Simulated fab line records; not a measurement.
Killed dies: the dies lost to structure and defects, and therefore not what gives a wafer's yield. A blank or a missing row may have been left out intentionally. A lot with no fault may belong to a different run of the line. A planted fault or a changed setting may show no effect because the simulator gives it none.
fab line records	flow gf180mcu
[record] lots = 24	wafers = 72	lastDay = 35
route steps=602 shown M2@363 V3@443 V4@479 TOP_METAL@571
lots that met no fault: taken from a fault-free run of the same line
startH: the number of hours between the record's first day and the start of the first shown wafer of the lot	waitH: time in hours since the lot's previous step	" unchanged from the row above	L1.1+2: a row that stands for several wafers	- value missing, or start not given	* or withheld: withheld	< > ~ a bound
route shown NAME@n: NAME is a module with steps in the file, n the number in the route of the first one	usual: mean/standard deviation taken from wafers without a fault	same: alike in all rows	chamber/n: place in a boat	sites: each site's reading	_std_site: how widely they spread, as a standard deviation	_edge_site: outer sites' mean less inner sites'	radiusMm: for every site, how far away it sits from the centre of the wafer	mask NAME#n: copy n	behind: the last tool/chamber to shape the wafer	hold: why the lot was held/for how many hours/how that ended	device: the transistor (n, p or np) that didn't switch	end of line: the route-end tests of the same wafers	step lacking rows: just its recipe	killed: dies that structure and defects cost at the first sort, which is not the same as the wafer's yield	map: a wafer's dies, marking killed ones x, the rest . and places with no die _
set.NAME: the setting that was run; set.NAME@STEP: the one run at that earlier step	model.NAME: the simulator's own value behind a step, which no gauge read
a sample of lots followed through the steps of the route, with each step as a table and each wafer as a row
services: the hour from which a tool's chamber was out of use, counted from the record's first day as startH (under 0 if before that day), plus the number of hours and why
[[steps]]
[step GF_M2_SPUTTER_01]
[recipe] material = TiN	targetThkNm = 30	powerW = 6500	timeS = 25	chamberPressurePa = 0.4
[usual] throttleValvePct = 30.0/0.98
[same] timeS = 25
lot.wafer	tool	chamber	startH	waitH	throttleValvePct
L074.2	pvdSputter-03	-	422.73	0.1	30.1
L074.4	"	-	"	"	29.8
L074.6	"	-	"	"	30.7
L075.2	pvdSputter-04	-	429.24	0.1	30.0
L075.3	"	-	"	"	31.4
L075.5	"	-	"	"	29.9
L076.1	pvdSputter-02	-	443.07	0.1	28.2
L076.3	"	-	"	"	29.2
L076.5	"	-	"	"	30.9
L077.1	pvdSputter-03	-	458.57	0.1	30.1
L077.5	"	-	"	"	30.5
L077.6	"	-	"	"	32.1
L078.2	pvdSputter-04	-	459.27	0.1	29.3
L078.3	"	-	"	"	31.2
L078.5	"	-	"	"	30.3
L079.1	pvdSputter-04	-	465.88	0.1	29.9
L079.2	"	-	"	"	29.1
L079.4	"	-	"	"	30.1
L080.1	pvdSputter-02	-	486.28	0.1	28.1
L080.2	"	-	"	"	29.0
L080.4	"	-	"	"	31.0
L081.1	pvdSputter-04	-	490.48	0.1	29.7
L081.2	"	-	"	"	29.4
L081.5	"	-	"	"	29.9
L082.1	pvdSputter-02	-	492.84	0.1	28.5
L082.4	"	-	"	"	29.2
L082.5	"	-	"	"	28.9
L083.3	pvdSputter-02	-	501.72	0.1	29.5
L083.4	"	-	"	"	30.9
L083.6	"	-	"	"	28.0
L084.1	pvdSputter-02	-	514.44	0.1	31.1
L084.4	"	-	"	"	28.0
L084.6	"	-	"	"	29.4
L085.2	pvdSputter-02	-	520.29	0.1	31.0
L085.3	"	-	"	"	29.7
L085.4	"	-	"	"	29.4
L086.2	pvdSputter-03	-	529.22	0.1	30.6
L086.4	"	-	"	"	29.8
L086.5	"	-	"	"	30.1
L087.3	pvdSputter-04	-	541.73	0.1	29.8
L087.4	"	-	"	"	29.1
L087.6	"	-	"	"	29.2
L088.1	pvdSputter-04	-	549.99	0.1	31.3
L088.2	"	-	"	"	29.9
L088.4	"	-	"	"	29.0
L089.3	pvdSputter-04	-	557.70	0.1	29.4
L089.4	"	-	"	"	31.2
L089.5	"	-	"	"	29.9
L091.2	pvdSputter-03	-	574.92	0.1	30.3
L091.4	"	-	"	"	31.8
L091.6	"	-	"	"	29.7
L090.3	pvdSputter-02	-	575.22	0.1	31.0
L090.4	"	-	"	"	28.3
L090.5	"	-	"	"	31.0
L092.1	pvdSputter-03	-	580.64	0.1	30.5
L092.2	"	-	"	"	30.1
L092.6	"	-	"	"	30.5
L093.1	pvdSputter-03	-	591.35	0.1	29.8
L093.2	"	-	"	"	30.4
L093.6	"	-	"	"	31.8
L095.3	pvdSputter-03	-	601.70	0.1	30.5
L095.5	"	-	"	"	31.8
L095.6	"	-	"	"	30.5
L094.2	pvdSputter-04	-	602.77	0.1	29.8
L094.5	"	-	"	"	29.7
L094.6	"	-	"	"	29.3
L096.3	pvdSputter-02	-	609.93	0.1	28.0
L096.4	"	-	"	"	29.8
L096.5	"	-	"	"	28.0
L097.1	pvdSputter-04	-	621.92	0.1	29.8
L097.3	"	-	"	"	29.2
L097.4	"	-	"	"	31.1
[step GF_M2_RS_MEAS_05]
[recipe] thkMeasGauge = four-point-probe	reads = TiN_of_M2_SPUTTER_04+Ti_of_M2_SPUTTER_03+AlCu_of_M2_SPUTTER_02+TiN_of_M2_SPUTTER_01+Ti_of_M2_SPUTTER_00
[usual] M2_ALCU_RS = 0.0696/0.00081
lot.wafer	tool	chamber	startH	waitH	M2_ALCU_RS[ohm/sq]
L074.2	filmMetro-03	-	422.88	0.0	0.0694
L074.4	"	-	"	"	0.0696
L074.6	"	-	"	"	0.0687
L075.2	filmMetro-01	-	429.38	0.0	0.0708
L075.3	"	-	"	"	0.0709
L075.5	"	-	"	"	0.0699
L076.1	filmMetro-03	-	443.19	0.0	0.0690
L076.3	"	-	"	"	0.0682
L076.5	"	-	"	"	0.0676
L077.1	filmMetro-03	-	458.69	0.0	0.0692
L077.5	"	-	"	"	0.0689
L077.6	"	-	"	"	0.0685
L078.2	filmMetro-03	-	459.41	0.0	0.0697
L078.3	"	-	"	"	0.0698
L078.5	"	-	"	"	0.0698
L079.1	filmMetro-01	-	466.00	0.0	0.0705
L079.2	"	-	"	"	0.0701
L079.4	"	-	"	"	0.0690
L080.1	filmMetro-01	-	486.40	0.0	0.0690
L080.2	"	-	"	"	0.0689
L080.4	"	-	"	"	0.0681
L081.1	filmMetro-01	-	490.60	0.0	0.0698
L081.2	"	-	"	"	0.0703
L081.5	"	-	"	"	0.0694
L082.1	filmMetro-03	-	492.96	0.0	0.0701
L082.4	"	-	"	"	0.0702
L082.5	"	-	"	"	0.0703
L083.3	filmMetro-03	-	501.89	0.1	0.0705
L083.4	"	-	"	"	0.0703
L083.6	"	-	"	"	0.0711
L084.1	filmMetro-02	-	514.56	0.0	0.0693
L084.4	"	-	"	"	0.0699
L084.6	"	-	"	"	0.0699
L085.2	filmMetro-02	-	520.43	0.0	0.0696
L085.3	"	-	"	"	0.0702
L085.4	"	-	"	"	0.0696
L086.2	filmMetro-02	-	529.36	0.0	0.0692
L086.4	"	-	"	"	0.0708
L086.5	"	-	"	"	0.0704
L087.3	filmMetro-03	-	541.89	0.1	0.0698
L087.4	"	-	"	"	0.0705
L087.6	"	-	"	"	0.0707
L088.1	filmMetro-03	-	550.11	0.0	0.0697
L088.2	"	-	"	"	0.0690
L088.4	"	-	"	"	0.0700
L089.3	filmMetro-03	-	557.86	0.1	0.0700
L089.4	"	-	"	"	0.0697
L089.5	"	-	"	"	0.0695
L091.2	filmMetro-03	-	575.06	0.0	0.0700
L091.4	"	-	"	"	0.0678
L091.6	"	-	"	"	0.0703
L090.3	filmMetro-02	-	575.38	0.1	0.0703
L090.4	"	-	"	"	0.0706
L090.5	"	-	"	"	0.0699
L092.1	filmMetro-03	-	580.76	0.0	0.0690
L092.2	"	-	"	"	0.0701
L092.6	"	-	"	"	0.0688
L093.1	filmMetro-03	-	591.47	0.0	0.0698
L093.2	"	-	"	"	0.0698
L093.6	"	-	"	"	0.0677
L095.3	filmMetro-03	-	601.86	0.1	0.0695
L095.5	"	-	"	"	0.0688
L095.6	"	-	"	"	0.0698
L094.2	filmMetro-02	-	602.91	0.0	0.0687
L094.5	"	-	"	"	0.0693
L094.6	"	-	"	"	0.0704
L096.3	filmMetro-03	-	610.09	0.1	0.0695
L096.4	"	-	"	"	0.0691
L096.5	"	-	"	"	0.0697
L097.1	filmMetro-02	-	622.04	0.0	0.0689
L097.3	"	-	"	"	0.0700
L097.4	"	-	"	"	0.0689
[step GF_V3_CD_MEAS_14]
[recipe] targetCdNm = 260
[usual] cdNm = 260.3/1.4
lot.wafer	tool	chamber	startH	waitH	cdNm
L074.2	cdSem-01	-	524.99	0.1	260.1
L074.4	"	-	"	"	261.3
L074.6	"	-	"	"	260.7
L075.2	cdSem-02	-	530.11	0.1	257.6
L075.3	"	-	"	"	258.5
L075.5	"	-	"	"	257.5
L076.1	cdSem-01	-	543.18	0.1	261.6
L076.3	"	-	"	"	260.5
L076.5	"	-	"	"	262.0
L077.1	cdSem-02	-	557.51	0.1	260.1
L077.5	"	-	"	"	259.6
L077.6	"	-	"	"	258.4
L078.2	cdSem-01	-	558.34	0.1	262.2
L078.3	"	-	"	"	263.1
L078.5	"	-	"	"	262.7
L079.1	cdSem-01	-	564.49	0.1	259.9
L079.2	"	-	"	"	260.6
L079.4	"	-	"	"	259.4
L080.1	cdSem-01	-	582.56	0.1	261.1
L080.2	"	-	"	"	261.3
L080.4	"	-	"	"	260.3
L081.1	cdSem-01	-	586.68	0.1	261.4
L081.2	"	-	"	"	261.2
L081.5	"	-	"	"	260.5
L082.1	cdSem-01	-	590.08	0.1	258.6
L082.4	"	-	"	"	260.6
L082.5	"	-	"	"	259.6
L083.3	cdSem-02	-	598.21	0.1	261.1
L083.4	"	-	"	"	260.4
L083.6	"	-	"	"	261.8
L084.1	cdSem-02	-	607.26	0.1	260.2
L084.4	"	-	"	"	261.7
L084.6	"	-	"	"	260.9
L085.2	cdSem-02	-	613.70	0.1	260.8
L085.3	"	-	"	"	259.9
L085.4	"	-	"	"	259.7
L086.2	cdSem-02	-	622.83	0.1	261.4
L086.4	"	-	"	"	260.3
L086.5	"	-	"	"	259.5
L087.3	cdSem-01	-	632.95	0.1	263.0
L087.4	"	-	"	"	261.5
L087.6	"	-	"	"	261.3
L088.1	cdSem-02	-	642.37	0.1	257.9
L088.2	"	-	"	"	258.7
L088.4	"	-	"	"	257.1
L089.3	cdSem-02	-	646.46	0.1	260.1
L089.4	"	-	"	"	258.4
L089.5	"	-	"	"	258.9
L091.2	cdSem-01	-	662.24	0.1	260.2
L091.4	"	-	"	"	260.3
L091.6	"	-	"	"	259.7
L090.3	cdSem-01	-	663.57	0.1	261.0
L090.4	"	-	"	"	262.0
L090.5	"	-	"	"	262.4
L092.1	cdSem-02	-	668.52	0.1	262.5
L092.2	"	-	"	"	260.5
L092.6	"	-	"	"	261.6
L093.1	cdSem-02	-	676.12	0.1	260.9
L093.2	"	-	"	"	260.5
L093.6	"	-	"	"	260.3
L095.3	cdSem-02	-	686.72	0.1	261.4
L095.5	"	-	"	"	261.5
L095.6	"	-	"	"	261.3
L094.2	cdSem-01	-	688.79	0.1	257.1
L094.5	"	-	"	"	258.5
L094.6	"	-	"	"	257.7
L096.3	cdSem-01	-	693.95	0.1	260.1
L096.4	"	-	"	"	259.4
L096.5	"	-	"	"	259.7
L097.1	cdSem-02	-	705.48	0.1	258.0
L097.3	"	-	"	"	258.1
L097.4	"	-	"	"	256.5
[step GF_V4_THK_MEAS_03]
[recipe] reads = SiO2_of_V4_CVD_02
[usual] V4_CVD_02_THK = 845/11
lot.wafer	tool	chamber	startH	waitH	V4_CVD_02_THK[nm]
L074.2	filmMetro-04	-	550.14	0.0	838
L074.4	"	-	"	"	844
L074.6	"	-	"	"	861
L075.2	filmMetro-02	-	555.87	0.0	839
L075.3	"	-	"	"	856
L075.5	"	-	"	"	860
L076.1	filmMetro-02	-	568.22	0.0	862
L076.3	"	-	"	"	839
L076.5	"	-	"	"	868
L077.1	filmMetro-02	-	582.02	0.0	839
L077.5	"	-	"	"	858
L077.6	"	-	"	"	858
L078.2	filmMetro-02	-	583.72	0.0	836
L078.3	"	-	"	"	831
L078.5	"	-	"	"	848
L079.1	filmMetro-04	-	589.38	0.0	835
L079.2	"	-	"	"	833
L079.4	"	-	"	"	842
L080.1	filmMetro-02	-	607.03	0.0	839
L080.2	"	-	"	"	828
L080.4	"	-	"	"	859
L081.1	filmMetro-04	-	610.79	0.0	839
L081.2	"	-	"	"	850
L081.5	"	-	"	"	861
L082.1	filmMetro-04	-	614.39	0.0	856
L082.4	"	-	"	"	874
L082.5	"	-	"	"	842
L083.3	filmMetro-02	-	622.75	0.1	833
L083.4	"	-	"	"	855
L083.6	"	-	"	"	856
L084.1	filmMetro-02	-	630.58	0.0	819
L084.4	"	-	"	"	845
L084.6	"	-	"	"	827
L085.2	filmMetro-02	-	637.16	0.0	837
L085.3	"	-	"	"	845
L085.4	"	-	"	"	858
L086.2	filmMetro-02	-	646.54	0.0	830
L086.4	"	-	"	"	847
L086.5	"	-	"	"	843
L087.3	filmMetro-04	-	655.77	0.1	848
L087.4	"	-	"	"	860
L087.6	"	-	"	"	842
L088.1	filmMetro-04	-	664.73	0.0	831
L088.2	"	-	"	"	830
L088.4	"	-	"	"	853
L089.3	filmMetro-02	-	668.46	0.1	824
L089.4	"	-	"	"	859
L089.5	"	-	"	"	846
L091.2	filmMetro-04	-	684.35	0.0	830
L091.4	"	-	"	"	850
L091.6	"	-	"	"	843
L090.3	filmMetro-04	-	685.58	0.1	830
L090.4	"	-	"	"	849
L090.5	"	-	"	"	855
L092.1	filmMetro-02	-	691.02	0.0	850
L092.2	"	-	"	"	833
L092.6	"	-	"	"	847
L093.1	filmMetro-02	-	698.31	0.0	838
L093.2	"	-	"	"	842
L093.6	"	-	"	"	852
L095.3	filmMetro-04	-	708.19	0.1	844
L095.5	"	-	"	"	856
L095.6	"	-	"	"	851
L094.2	filmMetro-02	-	710.23	0.0	850
L094.5	"	-	"	"	850
L094.6	"	-	"	"	851
L096.3	filmMetro-02	-	715.25	0.1	836
L096.4	"	-	"	"	844
L096.5	"	-	"	"	835
L097.1	filmMetro-04	-	726.57	0.0	821
L097.3	"	-	"	"	820
L097.4	"	-	"	"	858
[step GF_V4_OVL_MEAS_15]
[usual] V4_OVL = 1/5.5
lot.wafer	tool	chamber	startH	waitH	V4_OVL[nm]
L074.2	overlay-01	-	572.94	0.1	2
L074.4	"	-	"	"	5
L074.6	"	-	"	"	-1
L075.2	overlay-01	-	578.49	0.1	1
L075.3	"	-	"	"	3
L075.5	"	-	"	"	-6
L076.1	overlay-02	-	590.00	0.1	-5
L076.3	"	-	"	"	-4
L076.5	"	-	"	"	-8
L077.1	overlay-02	-	603.85	0.1	-5
L077.5	"	-	"	"	-2
L077.6	"	-	"	"	13
L078.2	overlay-01	-	605.79	0.1	2
L078.3	"	-	"	"	-1
L078.5	"	-	"	"	4
L079.1	overlay-02	-	611.13	0.1	-1
L079.2	"	-	"	"	4
L079.4	"	-	"	"	-2
L080.1	overlay-02	-	628.35	0.1	7
L080.2	"	-	"	"	-1
L080.4	"	-	"	"	-5
L081.1	overlay-01	-	632.95	0.1	9
L081.2	"	-	"	"	2
L081.5	"	-	"	"	6
L082.1	overlay-02	-	635.60	0.1	7
L082.4	"	-	"	"	0
L082.5	"	-	"	"	6
L083.3	overlay-01	-	643.77	0.1	-6
L083.4	"	-	"	"	-4
L083.6	"	-	"	"	5
L084.1	overlay-01	-	651.30	0.1	5
L084.4	"	-	"	"	8
L084.6	"	-	"	"	5
L085.2	overlay-01	-	657.76	0.1	3
L085.3	"	-	"	"	6
L085.4	"	-	"	"	-1
L086.2	overlay-01	-	666.83	0.1	2
L086.4	"	-	"	"	0
L086.5	"	-	"	"	7
L087.3	overlay-01	-	675.71	0.1	-8
L087.4	"	-	"	"	-13
L087.6	"	-	"	"	-8
L088.1	overlay-01	-	684.85	0.1	-1
L088.2	"	-	"	"	-1
L088.4	"	-	"	"	2
L089.3	overlay-02	-	688.67	0.1	7
L089.4	"	-	"	"	3
L089.5	"	-	"	"	3
L091.2	overlay-01	-	704.38	0.1	-12
L091.4	"	-	"	"	-4
L091.6	"	-	"	"	-12
L090.3	overlay-01	-	704.97	0.1	2
L090.4	"	-	"	"	13
L090.5	"	-	"	"	8
L092.1	overlay-02	-	709.60	0.1	9
L092.2	"	-	"	"	-1
L092.6	"	-	"	"	8
L093.1	overlay-02	-	717.05	0.1	10
L093.2	"	-	"	"	-11
L093.6	"	-	"	"	-9
L095.3	overlay-01	-	726.56	0.1	0
L095.5	"	-	"	"	0
L095.6	"	-	"	"	-2
L094.2	overlay-02	-	728.81	0.1	-3
L094.5	"	-	"	"	-4
L094.6	"	-	"	"	-2
L096.3	overlay-01	-	733.56	0.1	-5
L096.4	"	-	"	"	5
L096.5	"	-	"	"	-1
L097.1	overlay-01	-	744.45	0.1	0
L097.3	"	-	"	"	1
L097.4	"	-	"	"	5
[step GF_TOP_METAL_SPUTTER_04]
[recipe] material = TiN	targetThkNm = 25	powerW = 6500	timeS = 20.8	chamberPressurePa = 0.4
[usual] throttleValvePct = 30.1/1
[same] timeS = 20.8
lot.wafer	tool	chamber	startH	waitH	throttleValvePct
L074.2	pvdSputter-02	-	643.41	0.0	28.9
L074.4	"	-	"	"	29.6
L074.6	"	-	"	"	29.3
L075.2	pvdSputter-02	-	646.79	0.0	29.5
L075.3	"	-	"	"	29.2
L075.5	"	-	"	"	30.9
L076.1	pvdSputter-02	-	657.28	0.0	29.4
L076.3	"	-	"	"	30.7
L076.5	"	-	"	"	29.4
L077.1	pvdSputter-03	-	671.12	0.0	31.7
L077.5	"	-	"	"	30.7
L077.6	"	-	"	"	32.1
L078.2	pvdSputter-02	-	672.50	0.0	29.4
L078.3	"	-	"	"	31.1
L078.5	"	-	"	"	31.1
L079.1	pvdSputter-02	-	676.39	0.0	29.3
L079.2	"	-	"	"	29.5
L079.4	"	-	"	"	28.3
L080.1	pvdSputter-03	-	692.77	0.0	30.3
L080.2	"	-	"	"	31.9
L080.4	"	-	"	"	30.8
L081.1	pvdSputter-02	-	695.95	0.0	31.2
L081.2	"	-	"	"	29.7
L081.5	"	-	"	"	29.7
L082.1	pvdSputter-03	-	699.20	0.0	30.3
L082.4	"	-	"	"	31.9
L082.5	"	-	"	"	30.1
L083.3	pvdSputter-03	-	706.49	0.0	30.4
L083.4	"	-	"	"	32.1
L083.6	"	-	"	"	30.1
L084.1	pvdSputter-02	-	714.90	0.0	30.9
L084.4	"	-	"	"	29.4
L084.6	"	-	"	"	31.1
L085.2	pvdSputter-04	-	720.60	0.0	31.1
L085.3	"	-	"	"	29.9
L085.4	"	-	"	"	29.1
L086.2	pvdSputter-03	-	729.25	0.0	30.3
L086.4	"	-	"	"	31.8
L086.5	"	-	"	"	30.6
L087.3	pvdSputter-04	-	736.80	0.0	29.3
L087.4	"	-	"	"	30.1
L087.6	"	-	"	"	29.2
L088.1	pvdSputter-03	-	744.22	0.0	32.2
L088.2	"	-	"	"	30.6
L088.4	"	-	"	"	30.0
L089.3	pvdSputter-02	-	748.73	0.0	28.2
L089.4	"	-	"	"	29.8
L089.5	"	-	"	"	31.0
L091.2	pvdSputter-03	-	761.79	0.0	30.0
L091.4	"	-	"	"	31.9
L091.6	"	-	"	"	29.8
L090.3	pvdSputter-03	-	765.49	0.0	30.0
L090.4	"	-	"	"	31.8
L090.5	"	-	"	"	30.4
L092.1	pvdSputter-03	-	766.89	0.0	31.9
L092.2	"	-	"	"	30.0
L092.6	"	-	"	"	30.7
L093.1	pvdSputter-03	-	774.00	0.0	29.9
L093.2	"	-	"	"	30.6
L093.6	"	-	"	"	29.9
L095.3	pvdSputter-04	-	783.41	0.0	29.8
L095.5	"	-	"	"	29.7
L095.6	"	-	"	"	29.8
L094.2	pvdSputter-04	-	784.29	0.0	29.8
L094.5	"	-	"	"	31.2
L094.6	"	-	"	"	29.8
L096.3	pvdSputter-02	-	788.90	0.0	28.5
L096.4	"	-	"	"	29.3
L096.5	"	-	"	"	29.3
L097.1	pvdSputter-04	-	797.73	0.0	29.0
L097.3	"	-	"	"	29.7
L097.4	"	-	"	"	29.6
[[services]]
tool	chamber	startH	hours	kind
pvdSputter-03	3	431.67	-	consumableReplace:kit
pvdSputter-03	3	431.67	18.0	scheduledDown
pvdSputter-03	3	431.67	18.0	ventCycle
pvdSputter-04	-	474.13	15.2	repair
pvdSputter-04	-	491.82	46.0	repair
pvdSputter-02	-	544.95	2.5	repair
pvdSputter-03	2	548.19	-	consumableReplace:kit
pvdSputter-03	2	548.19	18.0	scheduledDown
pvdSputter-03	2	548.19	18.0	ventCycle
pvdSputter-04	3	630.36	-	consumableReplace:kit
pvdSputter-04	3	630.36	18.0	scheduledDown
pvdSputter-04	3	630.36	18.0	ventCycle
pvdSputter-04	-	639.50	18.9	repair
pvdSputter-02	3	646.81	-	consumableReplace:kit
pvdSputter-02	3	646.81	18.0	scheduledDown
pvdSputter-02	3	646.81	18.0	ventCycle
pvdSputter-03	-	681.14	3.3	repair
pvdSputter-03	1	699.22	-	consumableReplace:kit
pvdSputter-04	-	700.63	18.3	repair
pvdSputter-02	-	719.83	3.4	repair
pvdSputter-03	0	769.01	-	consumableReplace:kit
pvdSputter-03	0	769.01	18.0	scheduledDown
pvdSputter-03	0	769.01	18.0	ventCycle
pvdSputter-04	2	769.40	-	consumableReplace:kit
[[key]]
fault none
